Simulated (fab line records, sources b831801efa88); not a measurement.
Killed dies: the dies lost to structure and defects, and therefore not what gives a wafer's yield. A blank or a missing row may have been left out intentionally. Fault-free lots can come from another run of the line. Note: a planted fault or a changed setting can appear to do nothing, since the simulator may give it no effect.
Comparing a struck lot with a sound one -- flow sky130 -- 21 steps out of a route of 708
Sound: wafers L539.2, L539.3, L539.4. Struck: wafers L548.2, L548.4, L548.5. Last of all comes the cause.
For every step that has rows: the tool of each side, followed by ch and its chambers, followed by its first start. Under that, the readings that differ: sound wafers -- struck wafers -- difference of the means -- sigmas: that difference in standard deviations of wafers without a fault.
alike: readings with means less than 2 such deviations apart, plus words and numbers identical on both sides. not compared: withheld readings, readings lacking a value on some wafer, bounds such as >300 that could conceal the same value, and numbers that have no deviation in the record and whose values overlap.
Wherever a step has rows on one side only, a row that says differs or no value, or a row with sigmas, the two part there. Numbers that have no deviation but don't overlap get no sigmas and don't part them. A reading missing from all wafers of one side parts the sides only when that side holds two or more wafers.

SKY_PASSIVATION_THK_MEAS_03:
  sound on filmMetro-02, day 44 20:51; struck on filmMetro-01, day 47 02:45
reading,sound,struck,difference,sigmas
PASSIVATION_CVD_02_THK (nm),529 528 532,537 549 552,+16,+2
then, 7 steps without rows for these wafers: SKY_PASSIVATION_DEHYDRATE_04 (time 60 s); SKY_PASSIVATION_HMDS_05 (prime time 60 s); SKY_PASSIVATION_COAT_06 (resist thk 3000 nm); SKY_PASSIVATION_SOFTBAKE_07; SKY_PASSIVATION_EXPOSE_08 (exposes mask NSM, target cd 3000 nm); SKY_PASSIVATION_PEB_09; SKY_PASSIVATION_DEVELOP_10 (develop time 60 s).
SKY_PASSIVATION_ETCH_11: etches the open film in CF4/O2, stops on AlCu, target depth 725 nm, time 161.1 s.
  sound on rieDiel-04 ch 1,2, day 45 18:17; struck on rieDiel-04 ch 0,1, day 47 22:03
  alike: drypumpMotorCurrentA, oesProductAu, throttleValvePct
  not compared: rfHoursCounterH
SKY_PASSIVATION_STRIP_12: strips in O2/N2.
  sound on plasmaAsher-04 ch 0,1, day 45 18:24; struck on plasmaAsher-04 ch 0,1, day 47 22:10
  alike: drypumpMotorCurrentA, oesProductAu, stripTimeToEndpointS
  not compared: rfHoursCounterH
then, 2 steps without rows for these wafers: SKY_PAD_OPEN_DEHYDRATE_00 (time 60 s); SKY_PAD_OPEN_HMDS_01 (prime time 60 s).
SKY_PAD_OPEN_COAT_02: resist thk 3000 nm.
  sound on lithoTrack-04 ch 0, day 46 04:22; struck on lithoTrack-04 ch 0, day 48 08:28
reading,sound,struck,difference,sigmas
spinSpeedRpm (rpm),1998.6 1998.0 1997.6,2071.0 2067.2 2067.4,+70.5,+44
model.coat_of_PAD_OPEN_COAT_02.thkNm (nm),2998 3000 3017,2952 2949 2959,-52,
then, 3 steps without rows for these wafers: SKY_PAD_OPEN_SOFTBAKE_03; SKY_PAD_OPEN_EXPOSE_04 (exposes mask PDM, target cd 60000 nm); SKY_PAD_OPEN_PEB_05.
SKY_PAD_OPEN_DEVELOP_06: develop time 60 s.
  sound on lithoTrack-03 ch 0; struck on lithoTrack-03 ch 0
reading,sound,struck,difference,sigmas
model.coat_of_PAD_OPEN_COAT_02.thkNm (nm),2997 2999 3016,2951 2948 2958,-52,
SKY_PAD_OPEN_ETCH_07: etches the open film in CF4/O2, stops on AlCu, target depth 725 nm, time 161.1 s.
  sound on rieDiel-01 ch 0,1,2, day 46 15:09; struck on rieDiel-01 ch 0,1,3, day 48 17:36
  alike: drypumpMotorCurrentA, oesProductAu, throttleValvePct
  not compared: rfHoursCounterH
SKY_PAD_OPEN_STRIP_08: strips in O2/N2.
  sound on plasmaAsher-04 ch 0,1, day 46 15:16; struck on plasmaAsher-01 ch 0, day 48 17:43
reading,sound,struck,difference,sigmas
stripTimeToEndpointS (s),37.04 37.05 37.25,36.49 36.49 36.57,-0.60,-6
  alike: drypumpMotorCurrentA, oesProductAu
  not compared: rfHoursCounterH
then, 1 step without rows for these wafers: SKY_PAD_OPEN_STRIP_09 (strips in post etch residue remover, time 1200 s).
SKY_PAD_OPEN_PROBE_99:
  sound on prober-02, day 46 17:31; struck on prober-01, day 48 20:01
reading,sound,struck,difference,sigmas
killed_at_M0_to_M3,54 49 49,42 28 37,-15,-2
killedAtFrontEnd,7 11 16,15 31 18,+10,+2
  alike: defectLimitedYield, killed_at_M4_up, killedAtContacts, killedAtOther, killedDies, killedOpen, killedShort, sort_bin_3_pad_short, sort_bin_5_function, sort_bin_6_memory, sortNPass, sortYieldPct

== WHERE THEY PART ==
At SKY_PASSIVATION_THK_MEAS_03 first; at SKY_PAD_OPEN_PROBE_99 last (within this record only).

WHY: whatever the simulator had introduced
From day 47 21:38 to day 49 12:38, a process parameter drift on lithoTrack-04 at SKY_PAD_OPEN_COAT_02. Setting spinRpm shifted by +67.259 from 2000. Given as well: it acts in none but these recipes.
